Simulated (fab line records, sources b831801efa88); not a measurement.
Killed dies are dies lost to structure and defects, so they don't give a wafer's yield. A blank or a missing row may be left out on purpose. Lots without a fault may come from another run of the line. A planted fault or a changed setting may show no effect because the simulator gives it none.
Chamber matching | flow gf180mcu | GF_V3_CMP_26 on cmp-02: 4 sister chambers
The step polishes, stops on SiO2, t overpolish 15 s, target thk 0 nm. 8 wafers are shown with their chamber, then 10 later ones without.

WAFERS WITH THEIR CHAMBER
wafer  | chamber | motor_current_A (A) | time_to_endpoint_s (s)
L831.2 | 0       | 12.0                | 79
L832.1 | 1       | 12.0                | 83
L832.2 | 2       | 12.0                | 89
L835.1 | 0       | 11.5                | 80
L835.4 | 3       | 10.8                | 83
L835.6 | 2       | 12.9                | 84
L838.1 | 3       | 11.6                | 77
L838.4 | 1       | 11.3                | 79

WAFERS WITHOUT THEIR CHAMBER
wafer  | motor_current_A (A) | time_to_endpoint_s (s)
L838.6 | 10.4                | 79
L839.2 | 11.5                | 74
L839.3 | 12.8                | 89
L839.4 | 10.9                | 80
L844.2 | 11.3                | 86
L844.4 | 11.5                | 89
L844.5 | 12.5                | 91
L848.1 | 10.7                | 81
L848.4 | 11.1                | 88
L848.5 | 11.6                | 86

WHICH CHAMBER EACH WENT THROUGH
wafer  | from the rows above               | in truth
L838.6 | can't be placed: 3 or 1 or 0      | 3
L839.2 | can't be placed: 0 or 3 or 1      | 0
L839.3 | 2                                 | 2
L839.4 | can't be placed: 3 or 1 or 0      | 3
L844.2 | can't be placed: 1 or 3 or 2 or 0 | 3
L844.4 | can't be placed: 2 or 1 or 3 or 0 | 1
L844.5 | 2                                 | 2
L848.1 | can't be placed: 3 or 1 or 0      | 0
L848.4 | can't be placed: 1 or 3 or 2 or 0 | 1
L848.5 | can't be placed: 1 or 2 or 3 or 0 | 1
Placed correctly: 2 of 10. Can't be placed from these rows: 8 (the true chamber is among the candidates in 8). Placed wrongly: 0.
How it was worked out, from the rows above alone: a wafer's distance from a chamber is the root of the sum, over the readings, of the square of ((its reading less the chamber's mean) divided by the reading's scatter). The wafer belongs to the nearest chamber; if the next one is less than 2 further off, it can't be placed. A chamber's mean is the mean of its shown wafers. The scatter: the root of (the sum of the squares of (reading less its chamber's mean) over the shown wafers, divided by (wafers less chambers)).
